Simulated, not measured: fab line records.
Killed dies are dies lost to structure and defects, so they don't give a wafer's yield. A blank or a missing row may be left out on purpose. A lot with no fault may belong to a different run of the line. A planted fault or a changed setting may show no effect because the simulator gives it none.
fab line records	flow gf180mcu
record: lots: 15	wafers: 39	last_day: 34
route steps=602 shown CONTACT@309 M1@319 V1@337
lots that met no fault: taken from a fault-free run of the same line
start_h: hours from the record's first day to the start of the lot's first wafer shown	wait_h: hours elapsed since this lot's preceding step	" repeats the value in the row above	L1.1+2: one row covering several wafers at once	- no value, or no start given	* or withheld: withheld	< > ~ a bound
route shown NAME@n: NAME is a module with steps in the file, n the number in the route of the first one	usual: mean/standard deviation taken from wafers without a fault	same: alike in all rows	chamber/n: place in a boat	sites: per-site readings	_std_site: how widely they spread, as a standard deviation	_edge_site: the outer-site mean with the inner-site mean subtracted	radius_mm: how far each site lies from the wafer's centre	mask NAME#n: copy n	behind: the tool/chamber that last shaped the wafer	hold: the reason the lot was held/the length of the hold in hours/how it ended	device: the n, p or np transistor that did not switch	end of line: the same wafers' tests at the end of the route	where a step has no rows: the recipe by itself	killed: at the first sort, the dies lost to defects and structure; wafer yield is something else	map: per-die view of a wafer (x killed, . not killed, _ where there is no die)
set.NAME: the run value of the setting; set.NAME@STEP: its run value at that earlier step	model.NAME: the simulator's own value behind a step, which no gauge read
the route's steps for a sample of lots (tables are steps, rows are wafers)
services: from which hour (start_h, from the record's first day; less than 0 if before it) a tool's chamber was out of use, for how many hours, and why
== steps ==
step: GF_CONTACT_SPUTTER_22
recipe: material: Ti	target_thk_nm: 15	chamber_pressure_pa: 5	power_w: 2500	substrate_temp_c: 200	time_s: 80.02
usual: throttle_valve_pct: 30.1/0.68
lot.wafer	tool	chamber	start_h	wait_h	throttle_valve_pct
L510.3	pvd_sputter-04	-	361.99	0.0	30.5
L510.5	"	-	"	"	30.8
L510.6	"	-	"	"	29.8
L511.1	pvd_sputter-02	-	375.46	0.0	30.2
L511.3	"	-	"	"	31.2
L511.4	"	-	"	"	30.0
L512.2	pvd_sputter-02	-	379.92	0.0	30.7
L512.3	"	-	"	"	29.8
L512.6	"	-	"	"	30.0
L513.2	pvd_sputter-01	-	391.45	0.0	30.2
L513.3	"	-	"	"	28.8
L513.5	"	-	"	"	28.5
L514.4	pvd_sputter-02	-	407.22	0.0	31.2
L514.5	"	-	"	"	30.1
L514.6	"	-	"	"	30.2
L515.1	pvd_sputter-02	-	410.00	0.0	30.0
L515.3	"	-	"	"	29.8
L515.4	"	-	"	"	31.2
L516.1	pvd_sputter-02	-	421.82	0.0	30.9
L516.3	"	-	"	"	29.9
L516.5	"	-	"	"	29.9
L518.3	pvd_sputter-02	-	437.26	0.0	29.9
L520.1	pvd_sputter-02	-	457.67	0.0	29.9
L521.1	pvd_sputter-04	-	472.87	0.0	30.0
L523.2	pvd_sputter-04	-	485.12	0.0	30.4
L523.3	"	-	"	"	29.9
L523.6	"	-	"	"	30.1
L525.4	pvd_sputter-04	-	504.97	0.0	30.8
L525.5	"	-	"	"	29.9
L525.6	"	-	"	"	30.4
L526.3	pvd_sputter-02	-	512.88	0.0	30.0
L526.5	"	-	"	"	29.8
L526.6	"	-	"	"	30.2
L528.3	pvd_sputter-01	-	526.46	0.0	28.8
L528.4	"	-	"	"	30.3
L528.6	"	-	"	"	30.6
L533.2	pvd_sputter-04	-	562.75	0.0	30.5
L533.5	"	-	"	"	30.3
L533.6	"	-	"	"	29.8
step: GF_CONTACT_CVD_24
recipe: material: W	target_thk_nm: 300	time_s: 90.339	temp_c: 400	pressure_torr: 40
usual: heater_power_w: 836/63
lot.wafer	tool	chamber	start_h	wait_h	heater_power_w
L510.3	cvd_w-01	1	362.12	0.1	834
L510.5	"	0	"	"	875
L510.6	"	1	"	"	862
L511.1	cvd_w-02	1	375.56	0.0	708
L511.3	"	0	"	"	833
L511.4	"	1	"	"	728
L512.2	cvd_w-01	1	380.05	0.1	847
L512.3	"	1	"	"	852
L512.6	"	1	"	"	846
L513.2	cvd_w-02	1	391.55	0.0	737
L513.3	"	1	"	"	709
L513.5	"	1	"	"	715
L514.4	cvd_w-01	0	407.35	0.1	868
L514.5	"	0	"	"	865
L514.6	"	1	"	"	863
L515.1	cvd_w-01	1	410.10	0.0	857
L515.3	"	1	"	"	880
L515.4	"	0	"	"	909
L516.1	cvd_w-01	1	421.92	0.0	838
L516.3	"	1	"	"	872
L516.5	"	1	"	"	853
L518.3	cvd_w-02	1	437.39	0.1	713
L520.1	cvd_w-01	1	457.77	0.0	858
L521.1	cvd_w-01	0	472.97	0.0	892
L523.2	cvd_w-01	1	485.22	0.0	867
L523.3	"	0	"	"	897
L523.6	"	1	"	"	872
L525.4	cvd_w-01	0	505.10	0.1	916
L525.5	"	0	"	"	873
L525.6	"	1	"	"	848
L526.3	cvd_w-01	0	513.05	0.1	898
L526.5	"	0	"	"	892
L526.6	"	0	"	"	906
L528.3	cvd_w-02	1	526.59	0.1	742
L528.4	"	0	"	"	861
L528.6	"	1	"	"	723
L533.2	cvd_w-02	0	562.85	0.0	856
L533.5	"	1	"	"	732
L533.6	"	0	"	"	849
step: GF_M1_SPUTTER_04
recipe: material: TiN	target_thk_nm: 50	power_w: 6500	time_s: 41.7	chamber_pressure_pa: 0.4
usual: throttle_valve_pct: 29.8/0.76
lot.wafer	tool	chamber	start_h	wait_h	throttle_valve_pct
L510.3	pvd_sputter-01	-	362.85	0.0	30.0
L510.5	"	-	"	"	30.3
L510.6	"	-	"	"	29.0
L511.1	pvd_sputter-03	-	376.49	0.0	30.5
L511.3	"	-	"	"	29.4
L511.4	"	-	"	"	29.9
L512.2	pvd_sputter-01	-	380.88	0.0	28.8
L512.3	"	-	"	"	30.7
L512.6	"	-	"	"	28.9
L513.2	pvd_sputter-04	-	392.31	0.0	30.2
L513.3	"	-	"	"	28.7
L513.5	"	-	"	"	28.4
L514.4	pvd_sputter-03	-	408.13	0.0	30.0
L514.5	"	-	"	"	30.5
L514.6	"	-	"	"	29.2
L515.1	pvd_sputter-04	-	410.86	0.0	30.8
L515.3	"	-	"	"	30.0
L515.4	"	-	"	"	28.6
L516.1	pvd_sputter-03	-	422.68	0.0	30.4
L516.3	"	-	"	"	29.6
L516.5	"	-	"	"	29.6
L518.3	pvd_sputter-03	-	438.12	0.0	29.4
L520.1	pvd_sputter-01	-	458.53	0.0	30.3
L521.1	pvd_sputter-01	-	473.73	0.0	30.0
L523.2	pvd_sputter-01	-	485.98	0.0	30.9
L523.3	"	-	"	"	30.1
L523.6	"	-	"	"	28.9
L525.4	pvd_sputter-01	-	505.90	0.0	29.0
L525.5	"	-	"	"	29.0
L525.6	"	-	"	"	30.7
L526.3	pvd_sputter-01	-	513.84	0.0	30.1
L526.5	"	-	"	"	28.9
L526.6	"	-	"	"	30.8
L528.3	pvd_sputter-04	-	527.32	0.0	28.5
L528.4	"	-	"	"	30.7
L528.6	"	-	"	"	30.2
L533.2	pvd_sputter-03	-	563.84	0.0	29.5
L533.5	"	-	"	"	29.3
L533.6	"	-	"	"	29.6
step: GF_V1_CVD_02
recipe: material: SiO2	target_thk_nm: 850	precursor: TEOS	temp_c: 400	time_s: 94.851	rf_w: 600
usual: heater_power_w: 661/74	rf_fwd_power_W: 596.4/2
lot.wafer	tool	chamber	start_h	wait_h	heater_power_w	rf_fwd_power_W
L510.3	pecvd-02	0	386.16	0.0	583	596.6
L510.5	"	0	"	"	645	598.7
L510.6	"	1	"	"	815	594.5
L511.1	pecvd-04	0	400.78	0.1	599	596.7
L511.3	"	1	"	"	591	596.7
L511.4	"	1	"	"	622	596.3
L512.2	pecvd-04	0	404.41	0.0	552	595.4
L512.3	"	2	"	"	683	593.5
L512.6	"	2	"	"	770	595.1
L513.2	pecvd-01	1	416.58	0.0	686	593.4
L513.3	"	0	"	"	562	598.1
L513.5	"	0	"	"	602	597.6
L514.4	pecvd-01	1	433.72	0.1	714	594.0
L514.5	"	1	"	"	740	596.8
L514.6	"	2	"	"	626	599.3
L515.1	pecvd-04	0	436.02	0.1	672	594.8
L515.3	"	2	"	"	651	596.7
L515.4	"	0	"	"	711	596.6
L516.1	pecvd-01	1	448.87	0.1	737	594.1
L516.3	"	2	"	"	663	597.9
L516.5	"	2	"	"	691	596.8
L518.3	pecvd-01	0	463.69	0.0	547	595.7
L520.1	pecvd-01	0	484.17	0.1	619	595.5
L521.1	pecvd-01	0	499.02	0.1	588	599.0
L523.2	pecvd-02	2	510.86	0.0	778	596.6
L523.3	"	0	"	"	623	596.7
L523.6	"	2	"	"	628	593.0
L525.4	pecvd-04	1	530.51	0.1	626	597.8
L525.5	"	2	"	"	749	598.6
L525.6	"	0	"	"	656	599.7
L526.3	pecvd-02	2	537.79	0.0	716	595.7
L526.5	"	1	"	"	741	596.1
L526.6	"	2	"	"	747	596.8
L528.3	pecvd-02	2	550.42	0.0	737	594.2
L528.4	"	2	"	"	766	595.4
L528.6	"	1	"	"	816	596.9
L533.2	pecvd-04	0	587.28	0.0	589	599.4
L533.5	"	0	"	"	661	598.9
L533.6	"	2	"	"	588	596.1
step: GF_V1_THK_MEAS_03
recipe: reads: SiO2_of_V1_CVD_02
usual: V1_CVD_02_THK: 853/12
lot.wafer	tool	chamber	start_h	wait_h	V1_CVD_02_THK[nm]
L510.3	film_metro-04	-	386.25	0.1	833
L510.5	"	-	"	"	844
L510.6	"	-	"	"	860
L511.1	film_metro-04	-	400.85	0.0	840
L511.3	"	-	"	"	843
L511.4	"	-	"	"	855
L512.2	film_metro-01	-	404.48	0.0	857
L512.3	"	-	"	"	843
L512.6	"	-	"	"	862
L513.2	film_metro-04	-	416.66	0.0	845
L513.3	"	-	"	"	833
L513.5	"	-	"	"	835
L514.4	film_metro-03	-	433.82	0.1	862
L514.5	"	-	"	"	855
L514.6	"	-	"	"	860
L515.1	film_metro-01	-	436.08	0.0	837
L515.3	"	-	"	"	828
L515.4	"	-	"	"	861
L516.1	film_metro-01	-	448.97	0.1	848
L516.3	"	-	"	"	862
L516.5	"	-	"	"	865
L518.3	film_metro-01	-	463.78	0.1	636
L520.1	film_metro-03	-	484.27	0.1	634
L521.1	film_metro-01	-	499.09	0.0	637
L523.2	film_metro-04	-	510.94	0.0	855
L523.3	"	-	"	"	843
L523.6	"	-	"	"	869
L525.4	film_metro-03	-	530.57	0.0	854
L525.5	"	-	"	"	838
L525.6	"	-	"	"	860
L526.3	film_metro-04	-	537.88	0.1	858
L526.5	"	-	"	"	880
L526.6	"	-	"	"	876
L528.3	film_metro-03	-	550.51	0.1	862
L528.4	"	-	"	"	867
L528.6	"	-	"	"	875
L533.2	film_metro-04	-	587.36	0.0	858
L533.5	"	-	"	"	864
L533.6	"	-	"	"	850
step: GF_V1_CMP_04
recipe: material: SiO2	down_force_psi: 4	platen_rpm: 60	pad_velocity_m_s: 0.94248
usual: motor_current_A: 11.9/1.3	platen_rpm: 60.00/0.047	time_to_endpoint_s: 82/6
lot.wafer	tool	chamber	start_h	wait_h	motor_current_A	platen_rpm	time_to_endpoint_s
L510.3	cmp-02	0	386.34	0.1	11.8	59.97	69
L510.6	"	3	"	"	12.0	60.02	82
L510.5	"	0	"	"	11.9	59.93	73
L511.3	cmp-01	2	400.91	0.0	10.4	60.07	83
L511.4	"	3	"	"	10.0	60.10	84
L511.1	"	1	"	"	10.5	60.00	89
L512.3	cmp-02	3	404.53	0.0	12.3	59.99	77
L512.2	"	2	"	"	13.5	60.05	85
L512.6	"	3	"	"	11.9	60.00	85
L513.3	cmp-01	2	416.96	0.3	11.5	60.02	73
L513.2	"	3	"	"	10.6	59.95	72
L513.5	"	3	"	"	10.2	59.92	67
L514.4	cmp-02	3	434.00	0.2	11.3	60.00	86
L514.6	"	0	"	"	11.4	60.00	82
L514.5	"	1	"	"	11.8	59.99	85
L515.1	cmp-01	2	436.14	0.1	11.7	60.05	74
L515.3	"	3	"	"	10.3	60.02	67
L515.4	"	1	"	"	11.4	60.01	92
L516.3	cmp-02	2	449.03	0.0	13.5	59.97	87
L516.1	"	3	"	"	11.8	60.02	80
L516.5	"	2	"	"	13.5	59.94	87
L518.3	cmp-02	3	463.82	0.0	12.1	59.95	2
L520.1	cmp-01	3	484.48	0.2	10.0	60.00	1
L521.1	cmp-01	1	499.30	0.2	10.8	59.97	8
L523.3	cmp-01	1	510.99	0.0	10.8	60.01	86
L523.2	"	2	"	"	11.3	59.94	85
L523.6	"	2	"	"	11.2	59.93	88
L525.4	cmp-02	0	530.70	0.1	11.1	60.12	77
L525.6	"	2	"	"	14.6	60.00	82
L525.5	"	3	"	"	11.7	60.03	74
L526.3	cmp-01	0	538.02	0.1	14.4	60.00	88
L526.5	"	2	"	"	11.3	59.98	93
L526.6	"	3	"	"	10.3	60.05	88
L528.3	cmp-02	2	550.55	0.0	13.8	59.97	84
L528.4	"	0	"	"	11.9	60.02	85
L528.6	"	3	"	"	11.7	60.00	90
L533.2	cmp-02	3	587.41	0.0	11.6	60.06	85
L533.5	"	3	"	"	11.1	60.07	89
L533.6	"	0	"	"	11.7	59.98	83
== services ==
tool	chamber	start_h	hours	kind
cmp-02	-	364.76	6.7	pm
cvd_w-01	0	366.45	29.4	repair
pvd_sputter-04	-	372.11	2.6	repair
cmp-01	-	373.44	4.2	pm
cmp-02	-	382.59	0.2	repair
cvd_w-01	-	390.00	14.0	pm
cmp-01	-	404.00	4.0	pm
cmp-02	-	416.11	1.9	repair
cmp-01	-	463.07	6.1	pm
cmp-02	-	477.30	1.6	repair
cmp-02	-	493.78	18.3	pm
cvd_w-01	1	510.56	4.5	repair
cmp-02	-	514.74	4.8	pm
cmp-01	-	518.64	5.8	repair
cmp-02	-	520.85	0.9	repair
pvd_sputter-02	-	538.57	1.9	repair
cvd_w-01	-	540.49	6.0	pm
cmp-02	-	560.05	0.8	repair
cmp-01	-	561.73	10.1	repair
cmp-01	-	566.52	0.3	repair
cmp-02	-	572.27	4.0	pm
pvd_sputter-02	-	583.33	1.9	repair
pvd_sputter-02	-	585.48	5.7	repair
cvd_w-01	1	585.50	2.0	repair
== key ==
first_sign: step: GF_V1_THK_MEAS_03	reading: V1_CVD_02_THK	direction: down	sigmas: 18	usual: 853	struck: 636
effect: step: GF_V1_CMP_04	reading: time_to_endpoint_s	direction: down	sigmas: 13	usual: *	struck: *
met_at GF_V1_CVD_02
struck_lots L518,L520,L521
struck_wafers L518.3,L520.1,L521.1
rows_end L518.3,L521.1
tester_left_out L520
not_acting_at GF_CONTACT_SPUTTER_22,GF_CONTACT_CVD_24,GF_M1_SPUTTER_04
onset_between 416.58 463.69
earlier_fault: kind: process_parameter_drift	tool: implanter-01	chamber: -	onset_h: 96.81	steps: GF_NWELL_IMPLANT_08	channel: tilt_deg	offset: 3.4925	shape: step	end_h: 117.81	acts_in: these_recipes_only	stated: 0
fault: kind: process_parameter_drift	tool: pecvd-01	chamber: 0	onset_h: 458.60	steps: GF_V1_CVD_02	channel: target_thk_nm	offset: -204.03	shape: step	acts_in: these_recipes_only	stated: 850
tester_left_out: of these lots the tester's yield and bins aren't shown, on N5 and GAA mostly nor the transistor test; their killed dies are dies lost to structure and defects alone, not to doping, threshold or leakage, so they don't give the yield
rows_end: these wafers met a further fault down the route, and their rows from its step on are left out
